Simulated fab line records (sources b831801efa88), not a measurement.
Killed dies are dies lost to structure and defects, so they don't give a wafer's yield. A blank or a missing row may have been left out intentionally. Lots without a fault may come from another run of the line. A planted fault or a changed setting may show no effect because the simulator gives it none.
Which tool was responsible? || flow sky130 || 21 wafers sampled from 7 lots at 1 step of a route of 708

WHAT THE GAUGES READ, wafer by wafer
SKY_FIELD_ISO_THK_MEAS_02.
{"lot": "L606", "measured": "day 1 17:19", "on": "filmMetro-04", "FIELD_ISO_OXIDATION_00_THK (nm)": "11.99 12.00 12.11"}
{"lot": "L613", "measured": "day 3 03:39", "on": "filmMetro-04", "FIELD_ISO_OXIDATION_00_THK (nm)": "11.88 12.04 11.79"}
{"lot": "L615", "measured": "day 3 14:40", "on": "filmMetro-04", "FIELD_ISO_OXIDATION_00_THK (nm)": "11.64 11.64 11.44"}
{"lot": "L620", "measured": "day 4 14:38", "on": "filmMetro-04", "FIELD_ISO_OXIDATION_00_THK (nm)": "11.74 11.73 11.53"}
{"lot": "L622", "measured": "day 5 01:34", "on": "filmMetro-04", "FIELD_ISO_OXIDATION_00_THK (nm)": "11.86 11.81 12.10"}
{"lot": "L625", "measured": "day 5 15:38", "on": "filmMetro-02", "FIELD_ISO_OXIDATION_00_THK (nm)": "12.42 12.37 12.62"}
{"lot": "L627", "measured": "day 6 05:28", "on": "filmMetro-01", "FIELD_ISO_OXIDATION_00_THK (nm)": "12.20 12.16 11.92"}

WHICH TOOL RAN EACH LOT (tool, then ch and the chambers of the sampled wafers, then the start)
Record: no process step prior to these readings.

THE ANSWER, worked out from the rows above alone
Rule: usual is defined by the lots themselves. The widest of any qualifying gaps counts: lots, ordered by their means at a reading, are off when they make up no more than a third of the lots, leave a main group of 4 or more, and stand apart from it by 3 or more times the standard deviation of that group's means. A main group is skipped when, at the precision printed for the reading in the tables above, its means are all equal. Also off: a lot with no number at a reading for which 4 or more lots have one. All remaining lots with rows at the step are treated as sound.
Nothing can be told from this: no lot is off at any reading shown.

WHAT THE SIMULATOR HAD PUT IN
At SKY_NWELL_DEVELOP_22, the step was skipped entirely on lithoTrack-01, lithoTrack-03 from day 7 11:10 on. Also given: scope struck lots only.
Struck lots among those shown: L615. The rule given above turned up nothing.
